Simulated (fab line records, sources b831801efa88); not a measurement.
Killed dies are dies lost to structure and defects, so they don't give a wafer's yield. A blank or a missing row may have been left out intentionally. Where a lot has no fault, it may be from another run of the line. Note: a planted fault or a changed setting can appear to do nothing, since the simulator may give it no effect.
One fault seen from 2 desks | flow sky130 | each desk has only its own numbers; what lay behind them comes last

== TOOL OWNER'S DESK, implanter-02 ==
The tool's own readings at SKY_NWELL_IMPLANT_24: means of the sampled wafers that have a number, for each lot that ran on this tool. Any lot whose mean is over 4 standard deviations away from the usual mean is out of limits and marked OUT; that distance is given in the brackets.
Columns: A = dose ions cm2 at SKY_NWELL_IMPLANT_24, usual 9.198e+12; B = faraday current uA at SKY_NWELL_IMPLANT_24, usual 51.9
lot  | first seen here | A                           | B
L896 | day 5 18:32     | 9.185e+12                   | 52.1
L897 | day 6 01:58     | 9.207e+12                   | 52.3
L904 | day 7 19:10     | 9.204e+12                   | 52.1
L912 | day 10 01:31    | 4.466e+12 (-99 or more) OUT | 24.9 (-27) OUT
L914 | day 10 08:52    | 4.468e+12 (-99 or more) OUT | 25.2 (-27) OUT
This desk's finding: out of limits on L912, L914; first on L912, day 10 01:31 (dose ions cm2 at SKY_NWELL_IMPLANT_24). Within limits: L896, L897, L904.

== THE METROLOGY DESK ==
What the gauges read for every lot (on any tool): the sampled wafers with a number, averaged. Any lot whose mean is over 4 standard deviations away from the usual mean is out of limits and marked OUT; that distance is given in the brackets.
Columns: A = NWELL_2_TW at SKY_NWELL_TW_MEAS_26, usual 495; B = CONTACT_W_RS at SKY_CONTACT_RS_MEAS_25, usual 0.338 ohm/sq
lot  | first seen here | A             | B
L894 | day 5 06:23     | 495           | 0.333
L895 | day 5 15:16     | 495           | 0.338
L896 | day 5 18:47     | 499           | 0.333
L897 | day 6 02:13     | 497           | 0.332
L900 | day 6 17:47     | 498           | 0.339
L903 | day 7 15:56     | 495           | 0.337
L904 | day 7 19:25     | 491           | 0.339
L905 | day 8 01:52     | 493           | 0.333
L912 | day 10 01:44    | 389 (-25) OUT | 0.337
L914 | day 10 09:04    | 401 (-22) OUT | 0.338
L915 | day 10 16:49    | 501           | 0.336
L916 | day 10 23:16    | 498           | 0.338
This desk finds L912, L914 out of limits, with the earliest case on L912 at day 10 01:44 (NWELL_2_TW at SKY_NWELL_TW_MEAS_26). Within limits: L894, L895, L896, L897, L900, L903, L904, L905, L915, L916.

== TAKEN TOGETHER ==
On L912, L914, at day 10 01:31, an alarm was possible from the tool owner's desk.
The metrology desk could have raised an alarm at day 10 01:44, on L912, L914.
Every lot named ran SKY_NWELL_IMPLANT_24 on implanter-02.

== WHAT WAS PUT IN BY THE SIMULATOR ==
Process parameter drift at SKY_NWELL_IMPLANT_24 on implanter-02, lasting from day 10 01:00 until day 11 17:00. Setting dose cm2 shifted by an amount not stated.
Struck lots among those shown: L912, L914.
Time in hours from fault onset to the first out-of-limits reading at each desk: tool owner's desk 1, metrology desk 1.
